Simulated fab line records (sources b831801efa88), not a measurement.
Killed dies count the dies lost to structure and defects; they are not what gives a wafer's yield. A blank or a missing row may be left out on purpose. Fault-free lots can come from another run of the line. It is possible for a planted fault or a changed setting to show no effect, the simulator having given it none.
Matching of chambers	flow sfq_line	SFQ_TRILAYER_I1_VIA_BARC_OPEN_VIA_ETCH_071 on rie_diel-04 has 4 sister chambers
The step etches BARC in O2, target depth 125 nm, time 41.7 s. 4 wafers are shown with their chamber, then 8 later ones without.

== EACH WAFER AND ITS CHAMBER ==
wafer	chamber	drypump_motor_current_A (A)
L367.5	0	5.5
L374.2	1	6.2
L374.5	3	5.6
L376.2	2	6.2

== WAFERS WHOSE CHAMBER IS MISSING ==
wafer	drypump_motor_current_A (A)
L376.3	6.2
L376.6	5.6
L377.1	6.2
L377.3	6.3
L377.5	6.2
L378.1	6.2
L378.3	5.6
L378.4	6.2

== CHAMBER TAKEN BY EACH ==
wafer	from the rows above	in truth
L376.3	can't be placed: 1 or 2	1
L376.6	3	3
L377.1	can't be placed: 1 or 2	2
L377.3	can't be placed: 1 or 2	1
L377.5	can't be placed: 1 or 2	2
L378.1	can't be placed: 1 or 2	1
L378.3	3	3
L378.4	can't be placed: 1 or 2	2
Correct placement for 2 of the 8. Can't be placed from these rows: 6 (the true chamber is among the candidates in 6). Number placed wrongly: 0.
How it was worked out, from the rows above alone: a wafer's distance from a chamber is the root of the sum, over the readings, of the square of ((its reading less the chamber's mean) divided by the reading's scatter). The wafer belongs to the nearest chamber; if the next one is less than 2 further off, it can't be placed. The mean given for a chamber averages the wafers shown for that chamber. The scatter: with one shown wafer a chamber, the root of the mean of the squares of how far each hidden wafer lies from its nearest shown one.
